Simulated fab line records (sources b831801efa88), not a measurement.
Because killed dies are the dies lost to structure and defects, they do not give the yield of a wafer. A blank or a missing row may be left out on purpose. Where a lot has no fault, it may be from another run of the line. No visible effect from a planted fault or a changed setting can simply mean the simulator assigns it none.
Chamber matching :: flow sky130 :: SKY_CONTACT_CVD_00 on pecvd-02 has 3 sister chambers
The step deposits Si3N4, target thk 75 nm. 6 wafers are shown with their chamber, then 8 later ones without.

== EACH WAFER AND ITS CHAMBER ==
wafer: L195.3
chamber: 1
heater power w (W): 799

wafer: L206.2
chamber: 1
heater power w (W): 882

wafer: L206.6
chamber: 0
heater power w (W): 689

wafer: L208.2
chamber: 0
heater power w (W): 758

wafer: L208.6
chamber: 2
heater power w (W): 603

wafer: L209.2
chamber: 2
heater power w (W): 575

== WAFERS WITH NO CHAMBER GIVEN ==
wafer: L209.3
heater power w (W): 704

wafer: L209.6
heater power w (W): 579

wafer: L212.1
heater power w (W): 625

wafer: L212.3
heater power w (W): 771

wafer: L212.4
heater power w (W): 689

wafer: L216.2
heater power w (W): 759

wafer: L216.3
heater power w (W): 650

wafer: L216.4
heater power w (W): 816

== CHAMBER TAKEN BY EACH ==
wafer: L209.3
from the rows above: 0
in truth: 0

wafer: L209.6
from the rows above: 2
in truth: 2

wafer: L212.1
from the rows above: can't be placed: 2 or 0
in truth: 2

wafer: L212.3
from the rows above: can't be placed: 0 or 1
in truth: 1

wafer: L212.4
from the rows above: can't be placed: 0 or 2
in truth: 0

wafer: L216.2
from the rows above: can't be placed: 0 or 1
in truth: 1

wafer: L216.3
from the rows above: can't be placed: 2 or 0
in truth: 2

wafer: L216.4
from the rows above: can't be placed: 1 or 0
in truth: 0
Correct placement for 2 of the 8. From these rows, 6 cannot be placed; in 6 the true chamber is one of the candidates. Placed wrongly: 0.
How it was worked out, from the rows above alone: a wafer's distance from a chamber is the root of the sum, over the readings, of the square of ((its reading less the chamber's mean) divided by the reading's scatter). The wafer belongs to the nearest chamber; if the next one is less than 2 further off, it can't be placed. Each chamber's mean is taken over the wafers shown for it. The scatter: take each reading less its chamber's mean, square it, sum over the shown wafers, divide by the number of wafers less the number of chambers, and take the root.
